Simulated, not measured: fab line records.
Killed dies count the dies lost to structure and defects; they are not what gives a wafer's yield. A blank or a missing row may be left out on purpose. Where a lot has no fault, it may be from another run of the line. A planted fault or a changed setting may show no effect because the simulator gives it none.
Which of the tools did it?	flow sky130	14 lots, 42 wafers sampled, at 3 steps of a route of 708

WHAT THE GAUGES READ, wafer by wafer
SKY_CAP2M_RS_MEAS_03: measurement is done with a four-point probe. Usual: CAP2M_TIN_RS typically reads 6.90 ohm/sq, with standard deviation 0.074.
lot	measured	on	CAP2M_TIN_RS (ohm/sq)	flag
L954	day 39 12:05	film metro-02	6.94 6.96 6.92	
L955	day 40 00:35	film metro-01	6.89 6.90 6.81	
L956	day 40 07:48	film metro-03	6.87 6.94 6.84	
L957	day 40 13:19	film metro-02	6.81 6.87 6.83	
L958	day 41 03:32	film metro-01	6.87 6.93 6.93	
L959	day 41 07:29	film metro-01	6.92 6.90 6.93	
L960	day 41 09:44	film metro-01	7.10 7.06 7.07	
L963	day 42 13:17	film metro-01	6.85 6.92 6.91	
L964	day 42 16:10	film metro-01	6.99 6.94 7.04	
L972	day 44 20:13	film metro-03	6.86 6.86 6.88	
L973	day 44 23:34	film metro-01	6.89 6.90 6.91	
L975	day 45 11:53	film metro-02	6.93 6.86 6.91	
L976	day 45 18:54	film metro-03	6.87 6.83 6.94	
L977	day 46 01:35	film metro-02	6.97 7.02 6.96	

WHICH TOOL RAN EACH LOT (tool, then ch and the chambers of the sampled wafers, then the start)
lot	SKY_METAL4_SPUTTER_01	SKY_METAL4_SPUTTER_02
L954	pvd sputter-04, day 39 11:46	pvd sputter-04, day 39 11:47
L955	pvd sputter-02, day 40 00:13	pvd sputter-02, day 40 00:14
L956	pvd sputter-04, day 40 07:29	pvd sputter-04, day 40 07:30
L957	pvd sputter-02, day 40 13:00	pvd sputter-02, day 40 13:01
L958	pvd sputter-02, day 41 03:09	pvd sputter-02, day 41 03:11
L959	pvd sputter-04, day 41 07:09	pvd sputter-04, day 41 07:11
L960	pvd sputter-03, day 41 09:24	pvd sputter-03, day 41 09:26
L963	pvd sputter-04, day 42 12:58	pvd sputter-04, day 42 12:59
L964	pvd sputter-02, day 42 15:50	pvd sputter-02, day 42 15:51
L972	pvd sputter-02, day 44 19:54	pvd sputter-02, day 44 19:55
L973	pvd sputter-03, day 44 23:15	pvd sputter-03, day 44 23:17
L975	pvd sputter-04, day 45 11:32	pvd sputter-04, day 45 11:34
L976	pvd sputter-02, day 45 18:32	pvd sputter-02, day 45 18:34
L977	pvd sputter-02, day 46 01:13	pvd sputter-02, day 46 01:15
- SKY_METAL4_SPUTTER_01: material TiN, target thk 20 nm, time 16.7 s.
- SKY_METAL4_SPUTTER_02: material AlCu, target thk 735 nm, time 39.1 s.

AS READ BY THE TOOLS THEMSELVES (means over the sampled wafers that have a number; for cases with no such wafer, the mark the record gives instead)
SKY_METAL4_SPUTTER_01. Usual: throttle valve pct at 30.2 %, with a standard deviation of 1.1.
lot	tool	throttle valve pct (%)	flag
L954	pvd sputter-04	31.0	
L955	pvd sputter-02	31.2	
L956	pvd sputter-04	30.3	
L957	pvd sputter-02	30.3	
L958	pvd sputter-02	30.3	
L959	pvd sputter-04	30.6	
L960	pvd sputter-03	29.2	
L963	pvd sputter-04	31.6	
L964	pvd sputter-02	30.4	
L972	pvd sputter-02	31.2	
L973	pvd sputter-03	29.5	
L975	pvd sputter-04	31.0	
L976	pvd sputter-02	30.3	
L977	pvd sputter-02	30.3	

SKY_METAL4_SPUTTER_02. Usual: throttle valve pct at 30.2 %, with a standard deviation of 1.1.
lot	tool	throttle valve pct (%)	flag
L954	pvd sputter-04	31.1	
L955	pvd sputter-02	31.2	
L956	pvd sputter-04	30.5	
L957	pvd sputter-02	30.3	
L958	pvd sputter-02	30.4	
L959	pvd sputter-04	30.8	
L960	pvd sputter-03	29.3	
L963	pvd sputter-04	31.7	
L964	pvd sputter-02	30.3	
L972	pvd sputter-02	31.1	
L973	pvd sputter-03	29.3	
L975	pvd sputter-04	31.0	
L976	pvd sputter-02	30.3	
L977	pvd sputter-02	30.4	

THE ANSWER, worked out from the rows above alone
Rule: take the mean of a lot's wafers that have a number; if it is more than 3 standard deviations from the usual mean, the lot is off. Also off: a lot with no number at a reading for which 4 or more lots have one. Any other lot the step has rows for is counted as sound. First the gauges in route order, then the tools' own readings, where a lot's mean is used as printed above. The first step at which some lot is off is used, and at that step the reading that is off furthest; a lot without a number counts as furthest.
Across all readings shown, no lot is off: no conclusion can be drawn from this.

WHAT THE SIMULATOR HAD INSERTED
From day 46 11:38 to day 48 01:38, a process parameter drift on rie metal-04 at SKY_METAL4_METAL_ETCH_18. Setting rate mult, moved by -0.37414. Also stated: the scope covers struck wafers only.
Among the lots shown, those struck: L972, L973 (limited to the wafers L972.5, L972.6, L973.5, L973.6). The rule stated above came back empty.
